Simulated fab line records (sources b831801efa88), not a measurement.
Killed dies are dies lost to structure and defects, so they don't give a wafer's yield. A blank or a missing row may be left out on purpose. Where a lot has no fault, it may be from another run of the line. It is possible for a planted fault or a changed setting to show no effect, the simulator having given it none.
Which tool did it? | flow sky130 | Sampling: 12 lots, 36 wafers, 4 of 708 route steps

## WHAT THE GAUGES READ, wafer by wafer
SKY_FIELD_ISO_BOW_MEAS_00.
lot  | measured    | on            | INCOMING_BOW (um)
L369 | day 1 10:00 | film-metro-03 | -6 -3 14
L370 | day 1 15:01 | film-metro-03 | -5 1 8
L371 | day 1 20:04 | film-metro-02 | 0 -3 7
L373 | day 2 06:01 | film-metro-01 | 7 0 -3
L374 | day 2 11:00 | film-metro-02 | -11 4 2
L378 | day 3 07:04 | film-metro-01 | 4 1 -1
L381 | day 3 22:00 | film-metro-03 | -4 1 -7
L383 | day 4 08:01 | film-metro-03 | -10 4 -6
L385 | day 4 18:01 | film-metro-02 | -4 17 4
L388 | day 5 09:01 | film-metro-01 | 4 -14 2
L389 | day 5 14:00 | film-metro-02 | -2 -5 3
L391 | day 6 00:00 | film-metro-01 | -4 -2 -7

SKY_VT_ADJUST_HVTP_TW_MEAS_11.
lot  | measured     | on            | VT_ADJUST_HVTP_TW
L369 | day 6 10:48  | film-metro-03 | 1358 1356 1357
L370 | day 6 13:53  | film-metro-04 | 1360 1353 1353
L371 | day 6 14:14  | film-metro-02 | 1344 1345 1350
L373 | day 6 20:16  | film-metro-04 | 1353 1350 1357
L374 | day 7 08:58  | film-metro-04 | 1349 1341 1346
L378 | day 8 12:35  | film-metro-02 | 1345 1328 1346
L381 | day 9 13:28  | film-metro-04 | 1352 1353 1350
L383 | day 9 22:56  | film-metro-03 | 1349 1352 1354
L385 | day 10 12:58 | film-metro-04 | 1327 1324 1322
L388 | day 11 04:56 | film-metro-02 | 1314 1320 1316
L389 | day 11 05:56 | film-metro-04 | 1349 1354 1352
L391 | day 11 20:06 | film-metro-02 | 1343 1348 1353

## EACH LOT AND THE TOOL THAT RAN IT (in order: tool; ch and the chambers of the sampled wafers; start)
lot  | SKY_NWELL_STRIP_25                   | SKY_VT_ADJUST_HVTP_IMPLANT_09
L369 | plasma-asher-01 ch 0,1, day 5 15:23  | implanter-03 ch 0, day 6 10:33
L370 | plasma-asher-02 ch 0,1, day 5 18:06  | implanter-04 ch 0, day 6 13:40
L371 | plasma-asher-01 ch 0,1, day 5 18:29  | implanter-01 ch 0, day 6 14:01
L373 | plasma-asher-02 ch 0,1, day 6 01:26  | implanter-01 ch 0, day 6 20:01
L374 | plasma-asher-04 ch 0,1, day 6 12:24  | implanter-03 ch 0, day 7 08:43
L378 | plasma-asher-02 ch 0,1, day 7 15:14  | implanter-04 ch 0, day 8 12:22
L381 | plasma-asher-01 ch 0,1, day 8 15:06  | implanter-01 ch 0, day 9 13:13
L383 | plasma-asher-02 ch 0,1, day 9 00:45  | implanter-01 ch 0, day 9 22:42
L385 | plasma-asher-02 ch 0,1, day 9 14:32  | implanter-01 ch 0, day 10 12:43
L388 | plasma-asher-04 ch 0,1, day 10 05:26 | implanter-01 ch 0, day 11 04:42
L389 | plasma-asher-01 ch 0,1, day 10 06:06 | implanter-03 ch 0, day 11 05:41
L391 | plasma-asher-02 ch 0,1, day 10 19:59 | implanter-04 ch 0, day 11 19:51
- SKY_NWELL_STRIP_25: strips in O2/N2.
- SKY_VT_ADJUST_HVTP_IMPLANT_09

## AS READ BY THE TOOLS THEMSELVES (means over the sampled wafers that have a number; for cases with no such wafer, the mark the record gives instead)
SKY_NWELL_STRIP_25.
lot  | tool            | drypump-motor-current-A (A) | oes-product-au (a.u.) | strip-time-to-endpoint-s (s)
L369 | plasma-asher-01 | 5.66                        | 0.721                 | 36.94
L370 | plasma-asher-02 | 5.86                        | 0.721                 | 36.96
L371 | plasma-asher-01 | 5.50                        | 0.716                 | 37.08
L373 | plasma-asher-02 | 5.59                        | 0.718                 | 37.00
L374 | plasma-asher-04 | 5.81                        | 0.724                 | 37.01
L378 | plasma-asher-02 | 5.81                        | 0.725                 | 36.90
L381 | plasma-asher-01 | 5.50                        | 0.723                 | 36.98
L383 | plasma-asher-02 | 5.59                        | 0.720                 | 36.89
L385 | plasma-asher-02 | 5.60                        | 0.721                 | 36.96
L388 | plasma-asher-04 | 5.81                        | 0.725                 | 37.07
L389 | plasma-asher-01 | 5.65                        | 0.723                 | 36.98
L391 | plasma-asher-02 | 5.82                        | 0.722                 | 36.87

SKY_VT_ADJUST_HVTP_IMPLANT_09.
lot  | tool         | beam-energy-keV | end-station-pressure-torr (Torr)
L369 | implanter-03 | 150.01          | 4.93e-06
L370 | implanter-04 | 149.96          | 5.04e-06
L371 | implanter-01 | 149.95          | 4.91e-06
L373 | implanter-01 | 149.99          | 5.19e-06
L374 | implanter-03 | 149.98          | 5.07e-06
L378 | implanter-04 | 149.95          | 5.15e-06
L381 | implanter-01 | 150.05          | 5.14e-06
L383 | implanter-01 | 150.04          | 5.06e-06
L385 | implanter-01 | 139.43          | 5.01e-06
L388 | implanter-01 | 139.32          | 5.20e-06
L389 | implanter-03 | 150.06          | 4.88e-06
L391 | implanter-04 | 149.98          | 4.80e-06

## THE ANSWER, worked out from the rows above alone
Rule: the usual values come from the lots themselves. Put in order of their means at a reading, lots are off if they are a third of the lots or fewer, leave a main group of 4 or more, and stand apart from it by a gap of 3 or more times the standard deviation of the main group's means; of several such gaps the widest counts. If all means in a main group match to the digits the tables above print for the reading, that group is not used. A lot without any number at a reading at which 4 lots or more have one is off too. Where the step has rows for the other lots, those lots are counted as sound. The gauges are gone through in route order, then the tools' own readings, and for those a lot's mean is taken as printed above. The first step at which some lot is off is used, and at that step the reading that is off furthest; a lot without a number counts as furthest.
Off: L385, L388, at SKY_VT_ADJUST_HVTP_TW_MEAS_11 (VT_ADJUST_HVTP_TW). Mean 1350 and standard deviation 4.9 in the main group.
A tool fits if, at a process step before that reading, it ran every lot that is off, and no sound lot after the first of them. The gauges at SKY_VT_ADJUST_HVTP_TW_MEAS_11 aren't tried: what is off there is off at SKY_VT_ADJUST_HVTP_IMPLANT_09 too, on other tools, and a gauge's error can't cause that. One fits: implanter-01 at SKY_VT_ADJUST_HVTP_IMPLANT_09. Its last sound lot is L383 (day 9 22:42), its first lot that is off L385 (day 10 12:43): a fault that began between those two fits.
The tool's own readings at SKY_VT_ADJUST_HVTP_IMPLANT_09 bear it out: on the lots that are off they differ by more than 5 times the standard deviation of the sound lots' means. beam-energy-keV reads 139.38 there against 150.00 on the sound lots.

## WHAT WAS PUT IN BY THE SIMULATOR
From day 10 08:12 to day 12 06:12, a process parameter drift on implanter-01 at SKY_VT_ADJUST_HVTP_IMPLANT_09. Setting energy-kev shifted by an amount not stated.
Struck lots among those shown: L385, L388. This agrees with what the rule above found.
